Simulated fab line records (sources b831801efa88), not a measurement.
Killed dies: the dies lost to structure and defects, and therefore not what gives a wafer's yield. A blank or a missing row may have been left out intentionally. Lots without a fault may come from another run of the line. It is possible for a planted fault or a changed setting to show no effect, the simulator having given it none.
Which tool did it?    flow sky130    11 lots with 33 wafers sampled at 7 steps, on a route of 708 steps

## WHAT THE GAUGES SHOWED, per wafer
SKY_POLY_CUT_OVL_MEAS_09. Usual: POLY_CUT_OVL 0 nm, standard deviation 7.4.
lot   measured      on          POLY_CUT_OVL (nm)  flag
L596  day 25 00:26  overlay-01  -2 -1 -4           
L598  day 26 05:04  overlay-01  7 8 4              
L601  day 26 17:21  overlay-02  7 2 1              
L604  day 27 03:45  overlay-01  4 10 5             
L605  day 27 11:43  overlay-01  2 -4 -1            
L606  day 27 22:44  overlay-02  1 2 -5             
L608  day 28 12:07  overlay-01  -8 -8 -9           
L609  day 28 20:33  overlay-01  14 5 -3            
L611  day 30 12:48  overlay-02  2 7 11             
L617  day 31 16:25  overlay-01  10 15 3            
L618  day 31 22:17  overlay-02  3 8 -2             

SKY_SD_P_TW_MEAS_11. Usual: SD_P_TW 2805, standard deviation 27.
lot   measured      on             SD_P_TW                        flag
L596  day 26 05:28  film metro-01  2783 2777 2792                 
L598  day 27 10:11  film metro-01  2763 2772 2782                 
L601  day 27 22:41  film metro-01  2797 2779 2777                 
L604  day 28 08:17  film metro-02  2859 2844 2838                 
L605  day 28 17:10  film metro-02  2853 2840 2846                 
L606  day 29 03:20  film metro-01  3082 3077 3085 3075 3087 3068  OFF
L608  day 29 14:46  film metro-01  2780 2787 2798                 
L609  day 29 22:17  film metro-04  3097 3093 3091 3100 3095 3101  OFF
L611  day 31 17:10  film metro-04  2801 2805 2793                 
L617  day 32 19:47  film metro-01  3067 3060 3083 3075 3069 3081  OFF
L618  day 33 01:19  film metro-01  2778 2768 2794                 

SKY_SD_N_CD_MEAS_07: the cd target is 380 nm. Usual: cd nm at 380.2 nm, with a standard deviation of 2.6.
lot   measured      on         cd nm (nm)         flag
L596  day 28 15:41  cd sem-02  382.0 380.4 382.1  
L598  day 29 17:57  cd sem-02  381.9 381.5 380.9  
L601  day 30 06:03  cd sem-02  378.6 375.6 379.1  
L604  day 30 16:21  cd sem-01  380.1 379.0 377.1  
L605  day 30 23:34  cd sem-01  380.6 378.7 375.6  
L606  day 31 10:41  cd sem-02  379.4 377.5 380.3  
L608  day 31 22:18  cd sem-01  376.8 379.0 374.0  
L609  day 32 05:41  cd sem-01  382.0 380.8 380.3  
L611  day 33 22:43  cd sem-02  384.1 385.3 384.4  
L617  day 35 00:42  cd sem-02  384.8 383.4 381.6  
L618  day 35 06:25  cd sem-02  383.4 385.0 386.0  

SKY_SD_N_RS_MEAS_17: a four-point-probe measurement. Usual: SD_P_RS 147.9 ohm/sq, standard deviation 0.35.
lot   measured      on             SD_P_RS (ohm/sq)                     flag
L596  day 28 16:38  film metro-04  147.5 147.7 147.4                    
L598  day 29 18:55  film metro-04  148.0 147.7 148.2                    
L601  day 30 07:01  film metro-04  147.5 148.0 147.2                    
L604  day 30 17:19  film metro-01  147.5 147.9 148.0                    
L605  day 31 00:31  film metro-02  147.0 147.3 147.1                    
L606  day 31 11:38  film metro-01  138.9 138.6 139.0 139.0 138.7 138.9  OFF
L608  day 31 23:16  film metro-04  147.5 147.6 147.4                    
L609  day 32 06:39  film metro-04  138.7 139.1 138.6 138.7 138.9 138.9  OFF
L611  day 33 23:41  film metro-01  148.4 148.2 147.9                    
L617  day 35 01:40  film metro-04  138.6 138.1 138.6 138.3 138.1 138.5  OFF
L618  day 35 07:23  film metro-01  148.1 147.8 148.2                    

## TOOL THAT RAN EACH LOT (tool first, then ch and the chambers of the sampled wafers, then the start)
lot   SKY_LDD_LDN_STRIP_12                  SKY_SD_P_IMPLANT_09              SKY_SD_P_STRIP_10
L596  plasma asher-03 ch 1, day 23 16:51    implanter-01 ch 0, day 26 05:13  plasma asher-02 ch 0,1, day 26 05:22
L598  plasma asher-04 ch 0,1, day 24 21:10  implanter-01 ch 0, day 27 09:57  plasma asher-02 ch 0,1, day 27 10:04
L601  plasma asher-03 ch 0,1, day 25 10:13  implanter-02 ch 0, day 27 22:27  plasma asher-03 ch 0,1, day 27 22:34
L604  plasma asher-03 ch 0,1, day 25 20:25  implanter-02 ch 0, day 28 08:03  plasma asher-02 ch 0,1, day 28 08:10
L605  plasma asher-04 ch 0,1, day 26 04:47  implanter-04 ch 0, day 28 16:56  plasma asher-03 ch 0,1, day 28 17:04
L606  plasma asher-03 ch 0,1, day 26 16:24  implanter-01 ch 0, day 29 02:46  plasma asher-02 ch 0,1, day 29 03:14
L608  plasma asher-04 ch 0,1, day 27 05:42  implanter-02 ch 0, day 29 14:32  plasma asher-03 ch 0,1, day 29 14:40
L609  plasma asher-03 ch 0,1, day 27 14:28  implanter-01 ch 0, day 29 21:43  plasma asher-02 ch 0,1, day 29 22:11
L611  plasma asher-01 ch 0,1, day 28 06:55  implanter-04 ch 0, day 31 16:55  plasma asher-03 ch 0,1, day 31 17:04
L617  plasma asher-04 ch 0,1, day 30 11:31  implanter-01 ch 0, day 32 19:14  plasma asher-02 ch 0,1, day 32 19:40
L618  plasma asher-03 ch 0,1, day 30 17:16  implanter-02 ch 0, day 33 01:04  plasma asher-03 ch 0,1, day 33 01:13
- SKY_LDD_LDN_STRIP_12: strips in O2/N2.
- SKY_SD_P_IMPLANT_09
- SKY_SD_P_STRIP_10: strips in O2/N2.

## WHAT THE TOOLS THEMSELVES READ (means of the sampled wafers that have a number; where no wafer has one, the mark that the record gives instead)
SKY_LDD_LDN_STRIP_12. Usual: drypump motor current A 5.67 A, standard deviation 0.29; n2 flow sccm 300.0 sccm, standard deviation 1; oes product au 0.716 a.u., standard deviation 0.0041; strip time to endpoint s 14.21 s, standard deviation 0.034.
lot   tool             drypump motor current A (A)  n2 flow sccm (sccm)  oes product au (a.u.)  strip time to endpoint s (s)  flag
L596  plasma asher-03  5.74                         300.5                0.714                  14.16                         
L598  plasma asher-04  5.94                         300.7                0.715                  14.14                         
L601  plasma asher-03  5.65                         300.8                0.714                  14.19                         
L604  plasma asher-03  5.66                         299.8                0.716                  14.16                         
L605  plasma asher-04  5.92                         300.1                0.716                  14.18                         
L606  plasma asher-03  5.71                         301.0                0.719                  14.20                         
L608  plasma asher-04  5.93                         300.4                0.718                  14.26                         
L609  plasma asher-03  5.70                         299.6                0.716                  14.28                         
L611  plasma asher-01  5.30                         300.2                0.715                  14.20                         
L617  plasma asher-04  5.93                         300.4                0.719                  14.16                         
L618  plasma asher-03  5.69                         299.9                0.717                  14.21                         

SKY_SD_P_STRIP_10. Usual: drypump motor current A 5.66 A, standard deviation 0.18; n2 flow sccm 300.1 sccm, standard deviation 0.91; oes product au 0.619 a.u., standard deviation 0.005; strip time to endpoint s 17.49 s, standard deviation 0.04.
lot   tool             drypump motor current A (A)  n2 flow sccm (sccm)  oes product au (a.u.)  strip time to endpoint s (s)  flag
L596  plasma asher-02  5.74                         299.9                0.619                  17.49                         
L598  plasma asher-02  5.76                         299.7                0.622                  17.51                         
L601  plasma asher-03  5.66                         299.9                0.616                  17.48                         
L604  plasma asher-02  5.78                         300.2                0.620                  17.51                         
L605  plasma asher-03  5.66                         301.2                0.623                  17.51                         
L606  plasma asher-02  5.63                         299.9                0.591                  18.93                         OFF
L608  plasma asher-03  5.70                         300.6                0.614                  17.42                         
L609  plasma asher-02  5.76                         300.4                0.584                  18.97                         OFF
L611  plasma asher-03  5.66                         300.3                0.618                  17.47                         
L617  plasma asher-02  5.66                         299.6                0.588                  18.92                         OFF
L618  plasma asher-03  5.71                         299.8                0.619                  17.47                         

## THE ANSWER, worked out from the rows above alone
Rule: a lot is off if the mean of its wafers that have a number lies more than 3 standard deviations from the usual mean. A lot without any number at a reading at which 4 lots or more have one is off too. The other lots that the step has rows for count as sound. First the gauges in route order, then the tools' own readings, where a lot's mean is used as printed above. The first step at which some lot is off is used, and at that step the reading that is off furthest; a lot without a number counts as furthest.
Off: at SKY_SD_P_TW_MEAS_11 (SD_P_TW), L606, L609, L617.
If a tool, at a process step before that reading, ran all the lots that are off and no sound lot after the first of them, it fits. Not tried: the gauges at SKY_SD_P_TW_MEAS_11; whatever is off there is also off at SKY_SD_P_STRIP_10, on other tools, and gauge error can't account for it. Can't be told from this: 2 tools fit, implanter-01 at SKY_SD_P_IMPLANT_09, plasma asher-02 at SKY_SD_P_STRIP_10.

## WHAT WAS PUT IN BY THE SIMULATOR
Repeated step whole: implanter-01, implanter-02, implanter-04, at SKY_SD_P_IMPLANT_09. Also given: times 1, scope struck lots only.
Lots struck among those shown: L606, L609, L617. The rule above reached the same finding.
